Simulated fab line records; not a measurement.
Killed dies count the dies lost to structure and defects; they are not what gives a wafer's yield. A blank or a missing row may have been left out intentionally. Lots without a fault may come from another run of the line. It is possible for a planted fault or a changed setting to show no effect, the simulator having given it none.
A struck lot beside a sound one    flow sky130    16 out of 708 route steps
Sound: these wafers, L801.2, L801.4, L801.5. Struck: wafer L797.5 (left out: L797.2, L797.3 of the same lot, which were not struck); the cause appears at the end.
Each step with rows lists, per side, the tool, then ch with its chambers, then its first start. Under that, the readings that differ: sound wafers    struck wafers    difference of the means    sigmas: that difference in standard deviations of wafers without a fault.
alike: same words and numbers on both sides, and readings whose means sit less than 2 such deviations apart. not compared: any withheld reading, any reading some wafer has no value for, any bound like >300 that may hide the same value, and any number with overlapping values for which the record gives no deviation.
The two part at a step that has a row with sigmas, a row that says differs or no value, or rows on one side only. Numbers that have no deviation but don't overlap get no sigmas and don't part them. Lack of a reading on every wafer of one side parts them only where that side has two or more wafers.

first, 3 steps without rows for these wafers: SKY_METAL2_EXPOSE_12 (exposes mask MM2, target cd 140 nm); SKY_METAL2_PEB_13; SKY_METAL2_DEVELOP_14 (develop time 60 s).
SKY_METAL2_CD_MEAS_15: the cd target is 140 nm.
  sound on cd sem-02, day 41 21:42; struck on cd sem-02, day 41 19:16
  alike: cd nm
SKY_METAL2_OVL_MEAS_16:
  sound on overlay-01, day 41 21:49; struck on overlay-02, day 41 19:22
  alike: METAL2_OVL
SKY_METAL2_DESCUM_17: chemistry O2, time 8 s.
  sound on rie metal-03 ch 0,1, day 41 21:50; struck on rie metal-03 ch 1, day 41 19:24
  alike: drypump motor current A, oes product au, temp c
  not compared: rf hours counter h
SKY_METAL2_ETCH_18: etches BARC in N2/H2, stops on SiO2, time 45.9 s, target depth 60 nm.
  sound on rie metal-03 ch 0,1, day 41 21:52; struck on rie metal-03 ch 1, day 41 19:26
reading                 sound                 struck  difference  sigmas
throttle valve pct (%)  13.217 13.220 13.220  13.201  -0.018      -2
  alike: drypump motor current A, oes product au
  not compared: rf hours counter h
SKY_METAL2_METAL_ETCH_19: etches the open film in Cl2/BCl3, stops on SiO2, target depth 360 nm, time 78 s.
  sound on rie metal-03 ch 0,1, day 41 21:56; struck on rie metal-03 ch 1, day 41 19:30
  alike: drypump motor current A, oes product au, throttle valve pct
  not compared: rf hours counter h
SKY_METAL2_STRIP_20: strips in O2/N2.
  sound on plasma asher-02 ch 0,1, day 41 22:01; struck on plasma asher-02 ch 1, day 41 19:35
  alike: drypump motor current A, oes product au, strip time to endpoint s
  not compared: rf hours counter h
then, 3 steps without rows for these wafers: SKY_METAL2_STRIP_21 (strips in post etch residue remover, time 1200 s); SKY_METAL2_CLEAN_22 (cleans in IPA, time 180 s); SKY_METAL2_CLEAN_23 (cleans in O3/DIW).
SKY_VIA2_HDPCVD_00: deposits SiO2, target thk 1180 nm, time 196.7 s.
  sound on hdpcvd-01 ch 0,2, day 41 22:37; struck on hdpcvd-02 ch 0, day 41 20:11
reading                                   sound              struck  difference  sigmas
run length s (s)                          224.7 225.0 224.4  248.9   +24.2       +40
model.SiO2_of_VIA2_HDPCVD_00.thk nm (nm)  1191 1192 1203     1336    +141        
SKY_VIA2_THK_MEAS_01:
  sound on film metro-01, day 41 22:45; struck on film metro-03, day 41 20:19
reading               sound           struck  difference  sigmas
VIA2_HDPCVD_THK (nm)  1191 1192 1203  1336    +141        +13
SKY_VIA2_CMP_02: polishes SiO2.
  sound on cmp-01 ch 0,1, day 41 22:51; struck on cmp-01 ch 2, day 41 20:25
  alike: edge zone pressure frac, head pressure psi, motor current A, retaining ring pressure frac
-- the record jumps here: 9 days lie between the struck wafers' starts before and after (it left off in module VIA2 and takes up again in module PAD_OPEN, whose first step shown is number 708 of the route) --
SKY_PAD_OPEN_PROBE_99:
  only the struck wafers here have rows in the record (prober-01, day 50 17:47); the sound ones have none

== WHERE THEY PART ==
Last at SKY_PAD_OPEN_PROBE_99 as far as this record goes, first at SKY_METAL2_ETCH_18.

WHY: whatever the simulator had introduced
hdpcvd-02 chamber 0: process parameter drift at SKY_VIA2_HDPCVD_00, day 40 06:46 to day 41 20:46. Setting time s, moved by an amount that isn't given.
